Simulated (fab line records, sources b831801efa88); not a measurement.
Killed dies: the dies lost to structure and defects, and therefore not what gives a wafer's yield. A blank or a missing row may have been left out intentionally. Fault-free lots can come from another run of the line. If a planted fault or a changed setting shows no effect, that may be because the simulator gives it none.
Split-lot study + flow gf180mcu + 23 wafers read across 5 lots, on a route 602 steps long

## THE SPLIT
At GF_LVPWELL_IMPLANT_09, the setting energy_kev was moved away from the recipe's 60 on 6 of the 23 wafers read, by -4.8% to +7.2%. For the rest of the wafers, this setting stayed at what the recipe calls for.

The reading is taken at the split's own step.

## THE READING
The simulator's own value implant.drp_nm, read by no gauge, in nm at GF_LVPWELL_IMPLANT_09. The file gives no usual value for it.

| wafer  | tool, chamber at the split | energy_kev as run | against the recipe | implant.drp_nm, nm | against lot-mates on the recipe |
|--------|----------------------------|-------------------|--------------------|--------------------|---------------------------------|
| L077.2 | implanter-03, 0            | 60                | recipe             | 64.53              | -                               |
| L077.3 | implanter-03, 0            | 60                | recipe             | 64.53              | -                               |
| L077.4 | implanter-03, 0            | 60                | recipe             | 64.53              | -                               |
| L077.5 | implanter-03, 0            | 60                | recipe             | 64.53              | -                               |
| L077.6 | implanter-03, 0            | 60                | recipe             | 64.53              | -                               |
| L076.1 | implanter-02, 0            | 60                | recipe             | 64.53              | -                               |
| L076.2 | implanter-02, 0            | 60                | recipe             | 64.53              | -                               |
| L076.3 | implanter-02, 0            | 60                | recipe             | 64.53              | -                               |
| L076.5 | implanter-02, 0            | 60                | recipe             | 64.53              | -                               |
| L076.6 | implanter-02, 0            | 60                | recipe             | 64.53              | -                               |
| L081.2 | implanter-02, 0            | 60                | recipe             | 64.53              | -                               |
| L081.3 | implanter-02, 0            | 60                | recipe             | 64.53              | -                               |
| L081.4 | implanter-02, 0            | 60                | recipe             | 64.53              | -                               |
| L080.2 | implanter-03, 0            | 60                | recipe             | 64.53              | -                               |
| L080.4 | implanter-03, 0            | 60                | recipe             | 64.53              | -                               |
| L080.3 | implanter-03, 0            | 64.3              | +7.2%              | 66.89              | +2.36                           |
| L080.5 | implanter-03, 0            | 64.3              | +7.2%              | 66.89              | +2.36                           |
| L080.6 | implanter-03, 0            | 64.3              | +7.2%              | 66.89              | +2.36                           |
| L083.2 | implanter-03, 0            | 60                | recipe             | 64.53              | -                               |
| L083.4 | implanter-03, 0            | 60                | recipe             | 64.53              | -                               |
| L083.3 | implanter-03, 0            | 57.14             | -4.8%              | 62.87              | -1.66                           |
| L083.5 | implanter-03, 0            | 57.14             | -4.8%              | 62.87              | -1.66                           |
| L083.6 | implanter-03, 0            | 57.14             | -4.8%              | 62.87              | -1.66                           |

FIT RESULTS
A straight line over all 23 wafers: implant.drp_nm changes by +0.336 nm for each +1% of energy_kev; r = +1.00; the points scatter about the line by 0.025 nm.
The same after taking each lot's own level away (the mean of its wafers on the recipe; 23 wafers): +0.336 nm for each +1%; r = +1.00; scatter 0.025 nm.
Per that fit: largest energy_kev move, reading shift of 2.4 nm.
The lots' own levels span 64.530 to 64.530 nm.
Hence the lot-to-lot level has little effect on the slope; both slopes agree.
Check: with one of the wafers moved furthest among these (+7.2%) left out of the fit, the line predicts +2.4 nm for it against its lot-mates. Against them it came out at +2.36 nm.

## ADDITIONAL SPLITS CARRIED BY THESE WAFERS
These wafers also went through other splits before the reading. Each is held against what the fit with the lots' levels taken away leaves over:
| other split on the same wafers | wafers away from the commonest value | r with implant.drp_nm (lot level and that fit taken away) |
|--------------------------------|--------------------------------------|-----------------------------------------------------------|
| GF_STI_OXIDATION_01 ox_time_s  | 10                                   | -0.50                                                     |
| GF_DNWELL_IMPLANT_07 dose_cm2  | 9                                    | +0.23                                                     |
| GF_NWELL_SOFTBAKE_03 temp_c    | 5                                    | +0.06                                                     |
| GF_NWELL_IMPLANT_08 dose_cm2   | 10                                   | -0.11                                                     |

## THE WHOLE CHAIN: every reading that the file lists as answering this split, in the file's order
| step                  | what it does | reading                                                         | change (the file's fit)               | r (the file's) |
|-----------------------|--------------|-----------------------------------------------------------------|---------------------------------------|----------------|
| GF_LVPWELL_IMPLANT_09 |              | implant.rp_nm (the simulator's own value, which no gauge read)  | +2.38 nm for each +1% of the setting  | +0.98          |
| GF_LVPWELL_IMPLANT_09 |              | implant.drp_nm (the simulator's own value, which no gauge read) | +0.336 nm for each +1% of the setting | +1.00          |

## THE FILE'S OWN FIT
implant.drp_nm changes by +0.336 nm for each +1% of energy_kev, r = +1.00.
